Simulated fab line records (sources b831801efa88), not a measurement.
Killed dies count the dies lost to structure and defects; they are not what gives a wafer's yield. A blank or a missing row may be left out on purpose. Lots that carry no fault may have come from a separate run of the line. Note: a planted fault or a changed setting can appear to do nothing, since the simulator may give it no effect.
A lot that was struck, set against a sound lot :: flow gf180mcu :: 38 steps out of a route of 602
Sound: these wafers, L553.2, L553.5, L553.6. Wafers struck: L555.1, L555.5, L555.6. Last of all comes the cause.
At each step with rows: each side's tool, then ch and its chambers, then its first start. Under that, the readings that differ: sound wafers :: struck wafers :: difference of the means :: sigmas: that difference in standard deviations of wafers without a fault.
alike: readings whose means differ by less than 2 such deviations, and words and numbers that are the same on both sides. not compared: withheld readings, readings that some wafer has no value for, bounds like >300 that may hide the same value, and numbers for which the record gives no deviation and whose values overlap.
A row with sigmas, a row that says differs or no value, or rows on one side alone: a step with any of these is where the two part. Non-overlapping numbers with no deviation appear without sigmas and do not part them. Lack of a reading on every wafer of one side parts them only where that side has two or more wafers.

first, 5 steps without rows for these wafers: GF_HV_LDD_COAT_14 (resist thk 1000 nm); GF_HV_LDD_SOFTBAKE_15 (time 60 s); GF_HV_LDD_EXPOSE_16 (exposes mask Pplus LV AREA, target cd 400 nm); GF_HV_LDD_PEB_17; GF_HV_LDD_DEVELOP_18 (develop time 60 s).
GF_HV_LDD_CD_MEAS_19: the cd target is 400 nm.
  sound on cd_sem-01, day 11 14:27; struck on cd_sem-02, day 12 03:50
  alike: cd_nm
GF_HV_LDD_OVL_MEAS_20:
  sound on overlay-02, day 11 14:34; struck on overlay-01, day 12 03:58
  alike: HV_LDD_01_OVL
after that, 1 step had no rows for these wafers: GF_HV_LDD_IMPLANT_21.
GF_HV_LDD_STRIP_22: strips in O2/N2.
  sound on plasma_asher-03 ch 0,1, day 11 14:44; struck on plasma_asher-02 ch 0,1, day 12 04:08
  alike: drypump_motor_current_A, heater_power_w, o2_flow_sccm, oes_product_au, strip_time_to_endpoint_s
  not compared: rf_hours_counter_h
GF_HV_LDD_TW_MEAS_23:
  sound on film_metro-03, day 11 14:51; struck on film_metro-01, day 12 04:14
  alike: HV_LDD_2_TW
then, 2 steps without rows for these wafers: GF_HV_LDD_DEHYDRATE_24 (time 60 s); GF_HV_LDD_HMDS_25 (prime time 60 s).
GF_HV_LDD_COAT_26: resist thk 1000 nm.
  struck on litho_track-04, day 12 13:29; sound on litho_track-04 ch 0, day 12 00:28
  no value came back on the struck wafers for chill_plate_temp_C (C), dispense_pressure_kPa (kPa); on the sound wafers chill_plate_temp_C (C) reads 22.90 22.81 23.04
then, 4 steps without rows for these wafers: GF_HV_LDD_SOFTBAKE_27 (time 60 s); GF_HV_LDD_EXPOSE_28 (exposes mask Nplus HV AREA, target cd 400 nm); GF_HV_LDD_PEB_29; GF_HV_LDD_DEVELOP_30 (develop time 60 s).
GF_HV_LDD_CD_MEAS_31: the cd target is 400 nm.
  sound on cd_sem-01, day 12 09:37; struck on cd_sem-01, day 12 23:34
reading: cd_nm (nm)
sound: 406.8 408.4 407.5
struck: - - -
difference: no value on the struck wafers
sigmas: 
GF_HV_LDD_OVL_MEAS_32:
  sound on overlay-02, day 12 09:43; struck on overlay-01, day 12 23:41
reading: HV_LDD_02_OVL (nm)
sound: 0.5 1.7 1.3
struck: - - -
difference: no value on the struck wafers
sigmas: 
then, 4 steps without rows for these wafers: GF_HV_LDD_IMPLANT_33; GF_HV_LDD_IMPLANT_34; GF_HV_LDD_IMPLANT_35; GF_HV_LDD_IMPLANT_36.
GF_HV_LDD_STRIP_37: strips in O2/N2.
  sound on plasma_asher-04 ch 0,1, day 12 10:20; struck on plasma_asher-04 ch 0,1, day 13 00:19
  no value came back on the struck wafers for oes_product_au (a.u.), strip_time_to_endpoint_s (s); on the sound wafers oes_product_au (a.u.) reads 0.711 0.708 0.716
  alike: drypump_motor_current_A, heater_power_w, o2_flow_sccm
  not compared: rf_hours_counter_h
GF_HV_LDD_TW_MEAS_38:
  sound on film_metro-03, day 12 10:27; struck on film_metro-01, day 13 00:25
  alike: HV_LDD_3_TW
then, 7 steps without rows for these wafers: GF_HV_LDD_DEHYDRATE_39 (time 60 s); GF_HV_LDD_HMDS_40 (prime time 60 s); GF_HV_LDD_COAT_41 (resist thk 1000 nm); GF_HV_LDD_SOFTBAKE_42 (time 60 s); GF_HV_LDD_EXPOSE_43 (exposes mask Pplus HV AREA, target cd 400 nm); GF_HV_LDD_PEB_44; GF_HV_LDD_DEVELOP_45 (develop time 60 s).
GF_HV_LDD_CD_MEAS_46: the cd target is 400 nm.
  sound on cd_sem-02, day 13 05:54; struck on cd_sem-01, day 13 20:20
  alike: cd_nm
GF_HV_LDD_OVL_MEAS_47:
  sound on overlay-02, day 13 06:01; struck on overlay-01, day 13 20:28
  alike: HV_LDD_03_OVL
after that, 1 step had no rows for these wafers: GF_HV_LDD_IMPLANT_48.
GF_HV_LDD_STRIP_49: strips in O2/N2.
  sound on plasma_asher-02 ch 0,1, day 13 06:11; struck on plasma_asher-04 ch 0,1, day 13 20:38
  alike: drypump_motor_current_A, heater_power_w, o2_flow_sccm, oes_product_au, strip_time_to_endpoint_s
  not compared: rf_hours_counter_h
GF_HV_LDD_TW_MEAS_50:
  sound on film_metro-03, day 13 06:18; struck on film_metro-03, day 13 20:58
reading: HV_LDD_4_TW
sound: 572.3 571.4 570.9
struck: 1460.8 1473.0 1466.8
difference: +895.3
sigmas: +99 or more
  not compared: hold
GF_PASSIVATION_PROBE_99:
  sound wafers here have rows in the record (prober-01, day 29 22:33); struck ones have none

== WHERE THEY PART ==
First at GF_HV_LDD_COAT_26; last, within this record, at GF_PASSIVATION_PROBE_99.

WHY: the cause the simulator had injected
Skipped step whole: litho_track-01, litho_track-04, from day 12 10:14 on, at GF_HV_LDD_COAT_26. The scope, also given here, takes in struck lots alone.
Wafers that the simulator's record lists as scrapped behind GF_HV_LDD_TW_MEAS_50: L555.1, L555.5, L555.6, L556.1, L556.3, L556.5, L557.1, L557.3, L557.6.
